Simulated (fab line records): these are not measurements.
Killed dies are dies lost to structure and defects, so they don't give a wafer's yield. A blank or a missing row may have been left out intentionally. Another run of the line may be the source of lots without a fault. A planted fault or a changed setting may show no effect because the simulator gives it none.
Commonality check across tools    flow sky130    Sampled: 13 lots, 39 wafers

REASON FOR OPENING
SKY_PWDE_TW_MEAS_10, reading PWDE_TW: flagged on 1 of 13 lots. No-fault wafers: 375, standard deviation 4.1.
Rule: a lot is flagged when every wafer of it that has a number lies more than 4 standard deviations from that mean, or none has a number. All remaining lots are regarded as sound.

lot   measured     on             PWDE_TW, wafer by wafer  flag
L828  day 4 18:20  film_metro-04  382 380 381              
L830  day 5 06:30  film_metro-02  374 374 374              
L829  day 5 07:08  film_metro-04  379 379 381              
L831  day 5 17:56  film_metro-03  371 370 370              
L832  day 5 18:17  film_metro-02  371 373 373              
L833  day 6 05:26  film_metro-03  374 372 372              
L834  day 6 05:41  film_metro-02  371 371 373              
L835  day 6 12:42  film_metro-02  370 371 371              
L837  day 6 17:57  film_metro-02  372 371 372              
L840  day 6 21:44  film_metro-02  372 373 372              
L843  day 7 16:09  film_metro-04  31 31 31                 FLAGGED
L845  day 8 05:53  film_metro-02  373 374 373              
L846  day 8 09:08  film_metro-04  380 380 381              
The numbers of the flagged lots are 31 on average: -344 against the usual, or -84 standard deviations.

WHICH TOOL RAN EACH LOT
The record holds 1 process step before the reading, out of a route of 708 steps. Each cell gives the tool, then ch followed by the chambers the sampled wafers passed through, then the start.
lot   flag     SKY_PWDE_EXPOSE_04
L828           iline_stepper-02 ch 0, day 4 10:45
L830           iline_stepper-02 ch 0, day 4 22:19
L829           iline_stepper-02 ch 0, day 4 22:42
L831           iline_stepper-02 ch 0, day 5 08:51
L832           iline_stepper-01 ch 0, day 5 09:22
L833           iline_stepper-01 ch 0, day 5 20:06
L834           iline_stepper-02 ch 0, day 5 20:20
L835           iline_stepper-01 ch 0, day 6 02:40
L837           iline_stepper-02 ch 0, day 6 08:28
L840           iline_stepper-02 ch 0, day 6 11:45
L843  FLAGGED  iline_stepper-01 ch 0, day 7 06:24
L845           iline_stepper-01 ch 0, day 7 19:13
L846           iline_stepper-01 ch 0, day 7 22:33
What these steps do:
- SKY_PWDE_EXPOSE_04: exposes mask PWDEM, target cd 840 nm.
- SKY_PWDE_TW_MEAS_10

FLAGGED OVER TOTAL, TOOL BY TOOL (the gauges that took the reading come last)
step                 tool              lots run  flagged  share of the flagged lots  sound lots run after its first flagged lot
SKY_PWDE_EXPOSE_04   iline_stepper-01  6         1        all                        2 (L845,L846)
SKY_PWDE_EXPOSE_04   iline_stepper-02  7         0        none                       -
SKY_PWDE_TW_MEAS_10  film_metro-02     7         0        none                       -
SKY_PWDE_TW_MEAS_10  film_metro-03     2         0        none                       -
SKY_PWDE_TW_MEAS_10  film_metro-04     4         1        all                        1 (L846)

WHAT IS ALLOWED BY THE TABLE
2 rows of the table ran every flagged lot: iline_stepper-01 at SKY_PWDE_EXPOSE_04, film_metro-04 at SKY_PWDE_TW_MEAS_10.
- iline_stepper-01 at SKY_PWDE_EXPOSE_04 ran 6 lots, 1 of them flagged. Sound lots followed the first flagged one (L845, L846) on it, something a lasting fault affecting the whole tool could not allow.
- film_metro-04 at SKY_PWDE_TW_MEAS_10 ran 4 lots, 1 of them flagged. Sound lots followed the first flagged one (L846) on it, something a lasting fault affecting the whole tool could not allow.
Not one row of the table ran every flagged lot while running no sound lot after the first.

WHAT THE SIMULATOR HAD INSERTED
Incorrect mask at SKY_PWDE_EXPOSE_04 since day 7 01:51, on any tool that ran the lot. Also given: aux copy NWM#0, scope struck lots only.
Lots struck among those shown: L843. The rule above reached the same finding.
